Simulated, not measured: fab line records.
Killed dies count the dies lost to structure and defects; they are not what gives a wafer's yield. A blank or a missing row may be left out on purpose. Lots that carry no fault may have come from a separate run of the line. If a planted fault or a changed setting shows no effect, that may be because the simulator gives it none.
fab line records    flow sky130
record: lots: 15  wafers: 45  last_day: 50
route steps=708 shown SD_N@354 LI_CONTACT@364 LOCAL_INTERCONNECT@389
lots with no fault: from the same line, run without faults
start_h: the number of hours between the record's first day and the start of the first shown wafer of the lot    wait_h: hours elapsed since this lot's preceding step    " same as the row above    L1.1+2: several wafers, shown together as one row    - no value present, or no start provided    * or withheld: withheld    < > ~ a bound
route shown NAME@n: a module of which the file shows steps, and the number in the route of the first    usual: mean/standard deviation of fault-free wafers    same: alike in all rows    chamber/n: place in a boat    sites: the reading at each site    _std_site: standard deviation of those values    _edge_site: mean of outer sites minus mean of inner sites    radius_mm: for every site, how far away it sits from the centre of the wafer    mask NAME#n: copy n    behind: tool/chamber where the wafer was last shaped    hold: reason for holding the lot/hours on hold/outcome of the hold    device: which transistor (n, p or np) failed to switch    end of line: the route-end tests of the same wafers    a step with no rows: only its recipe    killed: not the wafer's yield, but the dies lost to structure and defects at the first sort    map: a wafer's dies, x killed, . not, _ none there
set.NAME: the setting as run; set.NAME@STEP: as run at that earlier step    model.NAME: the simulator's own value behind a step, which no gauge read
the route's steps for a sample of lots (tables are steps, rows are wafers)
services: the hour from which a tool's chamber was out of use, counted from the record's first day as start_h (under 0 if before that day), plus the number of hours and why
== steps ==
step: SKY_SD_N_TW_MEAS_12
usual: SD_N_TW: 3990/24
lot.wafer  tool           chamber  start_h  wait_h  SD_N_TW
L257.4     film_metro-04  -        656.42   0.1     4027
L257.5     "              -        "        "       4002
L257.6     "              -        "        "       4041
L258.1     film_metro-01  -        659.19   0.1     4001
L258.2     "              -        "        "       4004
L258.5     "              -        "        "       3989
L259.4     film_metro-02  -        673.52   0.1     3975
L259.5     "              -        "        "       4008
L259.6     "              -        "        "       3997
L260.3     film_metro-04  -        705.34   0.1     3992
L260.4     "              -        "        "       3984
L260.6     "              -        "        "       3976
L261.4     film_metro-02  -        706.35   0.1     3980
L261.5     "              -        "        "       4002
L261.6     "              -        "        "       4004
L268.1     film_metro-04  -        743.57   0.1     3949
L268.3     "              -        "        "       3930
L268.6     "              -        "        "       3941
L269.2     film_metro-02  -        756.58   0.1     3987
L269.4     "              -        "        "       4001
L269.6     "              -        "        "       3990
L271.2     film_metro-04  -        778.70   0.1     3989
L271.5     "              -        "        "       3956
L271.6     "              -        "        "       3959
L272.2     film_metro-04  -        786.58   0.1     3954
L272.3     "              -        "        "       3940
L272.4     "              -        "        "       3955
L273.2     film_metro-02  -        792.53   0.1     3983
L273.3     "              -        "        "       3979
L273.5     "              -        "        "       3971
L274.2     film_metro-01  -        797.85   0.1     4000
L274.4     "              -        "        "       3999
L274.5     "              -        "        "       4018
L275.2     film_metro-04  -        799.23   0.1     3970
L275.3     "              -        "        "       3981
L275.6     "              -        "        "       3992
L276.1     film_metro-02  -        805.87   0.1     3963
L276.2     "              -        "        "       3987
L276.3     "              -        "        "       3995
L277.1     film_metro-01  -        813.32   0.1     3999
L277.5     "              -        "        "       4006
L277.6     "              -        "        "       3985
L279.1     film_metro-02  -        841.07   0.1     4023
L279.4     "              -        "        "       4021
L279.5     "              -        "        "       4014
step: SKY_LI_CONTACT_CMP_02
recipe: material: PSG  down_force_psi: 4  platen_rpm: 60  pad_velocity_m_s: 0.94248
usual: motor_current_A: 12.9/1  time_to_endpoint_s: 33.8/2.2
lot.wafer  tool    chamber  start_h  wait_h  motor_current_A  time_to_endpoint_s
L257.4     cmp-01  3        657.34   0.1     13.0             36.4
L257.6     "       1        "        "       12.2             32.2
L257.5     "       2        "        "       13.4             36.2
L258.1     cmp-02  1        660.06   0.1     10.9             34.7
L258.2     "       2        "        "       12.7             35.5
L258.5     "       0        "        "       13.6             35.7
L259.4     cmp-02  1        674.36   0.1     11.3             37.6
L259.6     "       0        "        "       12.6             35.9
L259.5     "       1        "        "       10.9             38.5
L260.3     cmp-02  3        706.19   0.0     13.6             39.3
L260.4     "       0        "        "       13.8             38.5
L260.6     "       3        "        "       13.0             36.6
L261.4     cmp-01  1        707.20   0.1     13.4             32.8
L261.5     "       0        "        "       15.2             30.8
L261.6     "       1        "        "       12.8             33.0
L268.1     cmp-02  3        744.54   0.2     13.4             33.5
L268.3     "       2        "        "       12.6             36.9
L268.6     "       3        "        "       12.9             38.9
L269.2     cmp-02  2        757.39   0.0     12.4             36.2
L269.4     "       1        "        "       11.2             31.1
L269.6     "       2        "        "       12.0             32.2
L271.2     cmp-01  2        779.61   0.1     12.7             37.1
L271.6     "       0        "        "       14.5             30.3
L271.5     "       1        "        "       12.5             31.5
L272.3     cmp-02  1        787.40   0.0     10.7             32.1
L272.4     "       2        "        "       11.9             30.1
L272.2     "       3        "        "       13.2             31.4
L273.2     cmp-01  2        793.42   0.0     13.7             34.4
L273.3     "       0        "        "       15.3             32.7
L273.5     "       2        "        "       13.1             35.1
L274.4     cmp-02  3        798.71   0.1     13.7             37.8
L274.2     "       0        "        "       13.7             34.4
L274.5     "       3        "        "       13.5             37.5
L275.3     cmp-01  3        800.05   0.0     13.4             34.5
L275.2     "       0        "        "       15.0             31.8
L275.6     "       3        "        "       12.8             35.2
L276.2     cmp-02  2        806.69   0.0     11.9             34.3
L276.3     "       3        "        "       13.9             36.8
L276.1     "       1        "        "       11.3             34.3
L277.1     cmp-01  1        814.30   0.2     12.9             33.7
L277.6     "       2        "        "       12.8             32.4
L277.5     "       3        "        "       13.7             32.2
L279.4     cmp-01  0        841.94   0.1     14.5             31.1
L279.1     "       2        "        "       13.3             33.3
L279.5     "       0        "        "       14.2             29.9
step: SKY_LI_CONTACT_PEB_10
recipe: peb_temp_c: withheld  peb_time_s: withheld  resist: KrF-thick
usual: chill_plate_temp_C: *  exhaust_pa: 45.2/0.97  resist_line_temp_C: *
lot.wafer  tool            chamber  start_h  wait_h  chill_plate_temp_C  exhaust_pa  resist_line_temp_C
L257.4     litho_track-02  0        685      -       *                   43.2        *
L257.5     "               0        "        "       *                   45.5        *
L257.6     "               0        "        "       *                   44.1        *
L258.1     litho_track-01  -        688      -       -                   -           -
L258.2     "               -        "        "       -                   -           -
L258.5     "               -        "        "       -                   -           -
L259.4     litho_track-01  -        702      -       -                   -           -
L259.5     "               -        "        "       -                   -           -
L259.6     "               -        "        "       -                   -           -
L260.3     litho_track-03  -        734      -       -                   -           -
L260.4     "               -        "        "       -                   -           -
L260.6     "               -        "        "       -                   -           -
L261.4     litho_track-03  0        735      -       *                   45.8        *
L261.5     "               0        "        "       *                   46.6        *
L261.6     "               0        "        "       *                   45.7        *
L268.1     litho_track-03  0        771      -       *                   46.0        *
L268.3     "               0        "        "       *                   46.9        *
L268.6     "               0        "        "       *                   44.3        *
L269.2     litho_track-02  0        785      -       *                   46.0        *
L269.4     "               0        "        "       *                   45.8        *
L269.6     "               0        "        "       *                   44.8        *
L271.2     litho_track-03  0        806      -       *                   44.6        *
L271.5     "               0        "        "       *                   45.0        *
L271.6     "               0        "        "       *                   45.5        *
L272.2     litho_track-01  0        813      -       *                   46.6        *
L272.3     "               0        "        "       *                   44.5        *
L272.4     "               0        "        "       *                   44.6        *
L273.2     litho_track-02  0        819      -       *                   45.9        *
L273.3     "               0        "        "       *                   44.1        *
L273.5     "               0        "        "       *                   44.6        *
L274.2     litho_track-01  0        825      -       *                   44.9        *
L274.4     "               0        "        "       *                   45.6        *
L274.5     "               0        "        "       *                   46.5        *
L275.2     litho_track-01  0        826      -       *                   42.4        *
L275.3     "               0        "        "       *                   42.9        *
L275.6     "               0        "        "       *                   44.6        *
L276.1     litho_track-01  0        833      -       *                   45.4        *
L276.2     "               0        "        "       *                   44.5        *
L276.3     "               0        "        "       *                   45.1        *
L277.1     litho_track-01  0        840      -       *                   45.3        *
L277.5     "               0        "        "       *                   43.5        *
L277.6     "               0        "        "       *                   45.4        *
L279.1     litho_track-01  0        867      -       *                   45.8        *
L279.4     "               0        "        "       *                   46.2        *
L279.5     "               0        "        "       *                   45.2        *
step: SKY_LOCAL_INTERCONNECT_THK_MEAS_02
recipe: thk_meas_gauge: xrf  reads: TiN_of_LOCAL_INTERCONNECT_SPUTTER_00
usual: LOCAL_INTERCONNECT_TIN_THK: 105.2/1
lot.wafer  tool           chamber  start_h  wait_h  LOCAL_INTERCONNECT_TIN_THK[nm]
L257.4     film_metro-03  -        687.70   0.1     106.7
L257.5     "              -        "        "       105.9
L257.6     "              -        "        "       106.9
L261.4     film_metro-03  -        737.37   0.1     107.3
L261.5     "              -        "        "       105.9
L261.6     "              -        "        "       106.9
L268.1     film_metro-02  -        773.04   0.1     105.8
L268.3     "              -        "        "       103.7
L268.6     "              -        "        "       105.2
L269.2     film_metro-03  -        786.93   0.1     104.2
L269.4     "              -        "        "       103.3
L269.6     "              -        "        "       104.6
L271.2     film_metro-03  -        808.05   0.1     105.4
L271.5     "              -        "        "       105.2
L271.6     "              -        "        "       105.4
L272.2     film_metro-01  -        815.74   0.1     106.3
L272.3     "              -        "        "       105.5
L272.4     "              -        "        "       105.6
L273.2     film_metro-03  -        821.69   0.1     105.6
L273.3     "              -        "        "       106.6
L273.5     "              -        "        "       105.6
L274.2     film_metro-01  -        827.24   0.1     105.9
L274.4     "              -        "        "       106.5
L274.5     "              -        "        "       105.5
L275.2     film_metro-03  -        828.21   0.1     103.4
L275.3     "              -        "        "       104.3
L275.6     "              -        "        "       104.9
L276.1     film_metro-03  -        834.93   0.1     103.9
L276.2     "              -        "        "       104.9
L276.3     "              -        "        "       104.0
L277.1     film_metro-03  -        842.24   0.1     104.6
L277.5     "              -        "        "       104.7
L277.6     "              -        "        "       105.5
L279.1     film_metro-03  -        868.89   0.1     105.4
L279.4     "              -        "        "       105.5
L279.5     "              -        "        "       105.5
== services ==
tool    chamber  start_h  hours  kind
cmp-01  -        677.99   2.2    repair
cmp-02  -        692.23   0.9    repair
cmp-01  -        703.26   1.1    repair
cmp-01  -        744.30   4.0    pm
cmp-01  -        748.30   -      consumable_replace:conditioner
cmp-01  -        748.30   -      consumable_replace:pad
== key ==
first_sign: step: SKY_LI_CONTACT_PEB_10  reading: tool_record  direction: missing
effect none on later readings
met_at SKY_LI_CONTACT_PEB_10
struck_lots L258,L259,L260
later_rows_left_out L258.1,L258.2,L258.5,L259.4,L259.5,L259.6,L260.3,L260.4,L260.6
sort_left_out L258.1,L258.2,L258.5,L259.4,L259.5,L259.6,L260.3,L260.4,L260.6
tester_left_out L258,L259,L260
not_acting_at SKY_SD_N_TW_MEAS_12,SKY_LI_CONTACT_CMP_02,SKY_LOCAL_INTERCONNECT_THK_MEAS_02
fault: kind: skipped_step_whole  tool: litho_track-01,litho_track-03  chamber: -  onset_h: 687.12  steps: SKY_LI_CONTACT_PEB_10  scope: struck_lots_only
tester_left_out: of these lots the tester's yield and bins aren't shown, on N5 and GAA mostly nor the transistor test; their killed dies are dies lost to structure and defects alone, not to doping, threshold or leakage, so they don't give the yield
sort_left_out: the simulated sort isn't trusted on such a fault, so these wafers' sort isn't shown, and their yield isn't known
later_rows_left_out: the simulator's readings of these wafers behind a module that went badly wrong aren't trusted and aren't shown, but for the sort
